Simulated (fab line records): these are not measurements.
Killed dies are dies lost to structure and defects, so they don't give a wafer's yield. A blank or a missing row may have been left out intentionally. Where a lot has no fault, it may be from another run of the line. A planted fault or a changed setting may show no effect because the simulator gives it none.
Which tool did it? -- flow gf180mcu -- 12 lots (36 wafers sampled), 1 step of a 602-step route

## WHAT EACH GAUGE READ, for each wafer
GF_CONTACT_OVL_MEAS_15.
lot,measured,on,CONTACT_OVL (nm)
L075,day 16 14:02,overlay-01,-3 -8 -5
L077,day 17 04:50,overlay-02,5 0 -6
L078,day 18 03:26,overlay-02,-3 2 9
L081,day 18 17:50,overlay-02,4 8 6
L083,day 19 19:19,overlay-02,5 -2 5
L085,day 20 12:34,overlay-02,3 7 14
L087,day 21 07:17,overlay-02,2 3 3
L089,day 22 01:22,overlay-02,5 9 8
L091,day 22 12:32,overlay-02,7 2 1
L093,day 23 03:02,overlay-01,7 4 3
L095,day 23 16:26,overlay-01,12 4 7
L097,day 24 06:25,overlay-01,-2 -3 8

## EACH LOT AND THE TOOL THAT RAN IT (in order: tool; ch and the chambers of the sampled wafers; start)
The record holds no process step before these readings.

## THE ANSWER, worked out from the rows above alone
Rule: what is usual is taken from the lots themselves. The widest of any qualifying gaps counts: lots, ordered by their means at a reading, are off when they make up no more than a third of the lots, leave a main group of 4 or more, and stand apart from it by 3 or more times the standard deviation of that group's means. If all means in a main group match to the digits the tables above print for the reading, that group is not used. Also off: a lot with no number at a reading for which 4 or more lots have one. The other lots that the step has rows for count as sound.
Nothing can be told from this: no lot is off at any reading shown.

## WHAT HAD BEEN PUT IN BY THE SIMULATOR
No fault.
